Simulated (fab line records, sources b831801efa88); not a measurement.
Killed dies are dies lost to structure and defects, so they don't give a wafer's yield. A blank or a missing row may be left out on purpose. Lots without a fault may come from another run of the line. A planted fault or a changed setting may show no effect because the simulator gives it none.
Which tool did it? | flow sky130 | 12 lots, 36 wafers sampled, at 2 steps of a route of 708

WHAT THE GAUGES READ, wafer by wafer
SKY_LDD_LDN_TW_MEAS_13.
lot  | measured     | on            | LDD_LDN_TW
L172 | day 23 16:19 | film_metro-01 | 1502 1496 1495
L173 | day 23 20:39 | film_metro-03 | 1483 1490 1496
L174 | day 24 03:06 | film_metro-03 | 1498 1488 1485
L175 | day 24 10:45 | film_metro-04 | 1464 1475 1468
L183 | day 27 14:56 | film_metro-03 | 1593 1580 1593
L184 | day 27 23:34 | film_metro-01 | 1593 1592 1595
L185 | day 28 07:10 | film_metro-01 | 1496 1490 1496
L186 | day 28 15:33 | film_metro-03 | 1490 1485 1484
L189 | day 29 06:43 | film_metro-04 | 1482 1482 1486
L190 | day 29 19:16 | film_metro-03 | 1487 1494 1494
L191 | day 30 01:05 | film_metro-03 | 1494 1493 1481
L194 | day 30 19:13 | film_metro-03 | 1496 1499 1494

WHICH TOOL RAN EACH LOT (tool, then ch and the chambers of the sampled wafers, then the start)
lot  | SKY_LDD_LDN_IMPLANT_09
L172 | implanter-03 ch 0, day 23 15:47
L173 | implanter-04 ch 0, day 23 20:07
L174 | implanter-04 ch 0, day 24 02:34
L175 | implanter-01 ch 0, day 24 10:13
L183 | implanter-04 ch 0, day 27 14:07
L184 | implanter-01 ch 0, day 27 22:41
L185 | implanter-03 ch 0, day 28 06:37
L186 | implanter-01 ch 0, day 28 15:01
L189 | implanter-03 ch 0, day 29 06:10
L190 | implanter-01 ch 0, day 29 18:44
L191 | implanter-04 ch 0, day 30 00:32
L194 | implanter-03 ch 0, day 30 18:41
- SKY_LDD_LDN_IMPLANT_09

WHAT THE TOOLS THEMSELVES READ (means of the sampled wafers that have a number; where no wafer has one, the mark that the record gives instead)
SKY_LDD_LDN_IMPLANT_09.
lot  | tool         | end_station_pressure_torr (Torr)
L172 | implanter-03 | 5.19e-06
L173 | implanter-04 | 5.15e-06
L174 | implanter-04 | 4.88e-06
L175 | implanter-01 | 4.99e-06
L183 | implanter-04 | 5.03e-06
L184 | implanter-01 | 5.09e-06
L185 | implanter-03 | 5.29e-06
L186 | implanter-01 | 5.08e-06
L189 | implanter-03 | 5.30e-06
L190 | implanter-01 | 5.14e-06
L191 | implanter-04 | 4.92e-06
L194 | implanter-03 | 5.26e-06

THE ANSWER, worked out from the rows above alone
Rule: what is usual is taken from the lots themselves. Put in order of their means at a reading, lots are off if they are a third of the lots or fewer, leave a main group of 4 or more, and stand apart from it by a gap of 3 or more times the standard deviation of the main group's means; of several such gaps the widest counts. A main group whose means are all the same, to the digits that the tables above print for the reading, isn't used. A lot without any number at a reading at which 4 lots or more have one is off too. The other lots that the step has rows for count as sound. The gauges are gone through in route order, then the tools' own readings, and for those a lot's mean is taken as printed above. The first step at which some lot is off is used, and at that step the reading that is off furthest; a lot without a number counts as furthest.
Off: L183, L184, at SKY_LDD_LDN_TW_MEAS_13 (LDD_LDN_TW). The main group: mean 1489, standard deviation 7.8.
A tool fits if, at a process step before that reading, it ran every lot that is off, and no sound lot after the first of them. The gauges at SKY_LDD_LDN_TW_MEAS_13 are tried like those tools. None of those tried fits.

WHAT THE SIMULATOR HAD PUT IN
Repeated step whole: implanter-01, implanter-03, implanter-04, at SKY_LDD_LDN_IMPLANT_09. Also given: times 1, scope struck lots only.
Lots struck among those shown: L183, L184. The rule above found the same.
